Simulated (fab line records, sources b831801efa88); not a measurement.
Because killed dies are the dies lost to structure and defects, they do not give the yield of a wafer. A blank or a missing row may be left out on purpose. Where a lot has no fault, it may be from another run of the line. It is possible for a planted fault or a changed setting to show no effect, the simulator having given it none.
Struck lot and sound lot, side by side + flow sky130 + 15 out of 708 route steps
Sound: these wafers, L179.2, L179.4, L179.6. Struck: wafer L191.4 (left out: L191.2, L191.6 of the same lot, which were not struck); the cause appears at the end.
At each step with rows: each side's tool, then ch and its chambers, then its first start. Under that, the readings that differ: sound wafers + struck wafers + difference of the means + sigmas: that difference in standard deviations of wafers without a fault.
alike: words and numbers the same on both sides, and readings whose means are apart by under 2 such deviations; not compared: readings that were withheld, readings missing a value for some wafer, numbers with overlapping values and no deviation given by the record, and bounds like >300 which may hide the same value.
A row with sigmas, a row that says differs or no value, or rows on one side alone: a step with any of these is where the two part. Numbers that don't overlap but have no deviation are shown without sigmas and don't part them. A reading that every wafer of one side lacks parts them only if that side has two wafers or more.

first, 4 steps without rows for these wafers: SKY_SD_P_SOFTBAKE_03 (time 60 s); SKY_SD_P_EXPOSE_04 (exposes mask PSDM, target cd 380 nm); SKY_SD_P_PEB_05; SKY_SD_P_DEVELOP_06 (develop time 60 s).
SKY_SD_P_CD_MEAS_07: the cd target is 380 nm.
  sound: cd sem-02 at day 26 03:17; struck: cd sem-01 at day 30 20:31
  alike: cd nm
SKY_SD_P_OVL_MEAS_08:
  sound: overlay-01 at day 26 03:23; struck: overlay-02 at day 30 20:37
  alike: SD_P_OVL
next, for these wafers, 1 step has no rows: SKY_SD_P_IMPLANT_09.
SKY_SD_P_STRIP_10: strips in O2/N2.
  sound on plasma asher-02 ch 0,1, day 26 03:34; struck on plasma asher-04 ch 0, day 30 20:48
| reading                      | sound             | struck | difference | sigmas |
|------------------------------|-------------------|--------|------------|--------|
| strip time to endpoint s (s) | 17.55 17.61 17.63 | 17.42  | -0.18      | -3     |
  alike: drypump motor current A, o2 flow sccm, oes product au
  not compared: rf hours counter h
SKY_SD_P_TW_MEAS_11:
  sound: film metro-03 at day 26 03:40; struck: film metro-04 at day 30 20:55
  alike: SD_P_TW
then, 3 steps without rows for these wafers: SKY_RES_XHIGH_DEHYDRATE_00 (time 60 s); SKY_RES_XHIGH_HMDS_01 (prime time 60 s); SKY_RES_XHIGH_COAT_02 (resist thk 1140 nm).
SKY_RES_XHIGH_SOFTBAKE_03: time 60 s.
  sound on litho track-04 ch 0, day 26 18:29; struck on litho track-04 ch 0, day 31 10:14
| reading          | sound             | struck | difference | sigmas |
|------------------|-------------------|--------|------------|--------|
| run length s (s) | 89.35 89.19 89.30 | 99.02  | +9.74      | +54    |
  alike: chill plate temp C
then, 1 step without rows for these wafers: SKY_RES_XHIGH_EXPOSE_04 (exposes mask URPM, target cd 1270 nm).
-- the record jumps here: 18 days lie between the struck wafers' starts before and after (it left off in module RES_XHIGH and takes up again in module PAD_OPEN, whose first step shown is number 708 of the route) --
SKY_PAD_OPEN_PROBE_99:
  sound: prober-01 at day 46 04:22; struck: prober-01 at day 49 17:52
  alike: killed_at_M0_to_M3, killed_at_M4_up, killed at contacts, killed at front end, killed at other, killed dies, killed open, killed short

== WHERE THEY PART ==
At SKY_SD_P_STRIP_10 first; at SKY_RES_XHIGH_SOFTBAKE_03 last (within this record only). Later steps at which nothing parts them and some readings are alike: SKY_PAD_OPEN_PROBE_99.

WHY: the cause the simulator had injected
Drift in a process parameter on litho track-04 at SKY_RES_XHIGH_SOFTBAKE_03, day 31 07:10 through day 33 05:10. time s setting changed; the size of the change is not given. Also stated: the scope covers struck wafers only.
